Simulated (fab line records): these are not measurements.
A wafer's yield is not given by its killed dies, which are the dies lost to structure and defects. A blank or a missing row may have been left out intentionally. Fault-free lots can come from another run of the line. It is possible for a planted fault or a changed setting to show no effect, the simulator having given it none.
Matching of chambers -- flow gf180mcu -- 4 sister chambers for GF_CONTACT_CMP_27 on cmp-02
The step polishes, stops on SiO2, t overpolish 15 s, target thk 0 nm. 8 wafers are shown with their chamber, then 6 later ones without.

WAFERS WITH THEIR CHAMBER
wafer,chamber,timeToEndpointS (s),motorCurrentA (A)
L527.2,1,68,11.5
L528.6,1,70,11.8
L529.6,3,79,12.1
L530.1,3,78,11.8
L530.2,0,78,12.9
L530.6,2,77,12.4
L535.3,2,71,12.4
L535.4,0,78,12.7

WAFERS MISSING THEIR CHAMBER
wafer,timeToEndpointS (s),motorCurrentA (A)
L535.5,74,12.7
L537.1,71,12.3
L537.2,75,12.4
L537.4,70,11.2
L540.6,68,12.5
L541.6,71,12.7

CHAMBER TAKEN BY EACH
wafer,from the rows above,in truth
L535.5,can't be placed: 2 or 0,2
L537.1,2,2
L537.2,2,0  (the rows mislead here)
L537.4,1,1
L540.6,2,2
L541.6,can't be placed: 2 or 0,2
Placed correctly: 3 of 6. From these rows, 2 cannot be placed; in 2 the true chamber is one of the candidates. Placed wrongly: 1.
How it was worked out, from the rows above alone: a wafer's distance from a chamber is the root of the sum, over the readings, of the square of ((its reading less the chamber's mean) divided by the reading's scatter). The wafer belongs to the nearest chamber; if the next one is less than 2 further off, it can't be placed. For every chamber, the mean is computed from those of its wafers that are shown. The scatter: take each reading less its chamber's mean, square it, sum over the shown wafers, divide by the number of wafers less the number of chambers, and take the root.
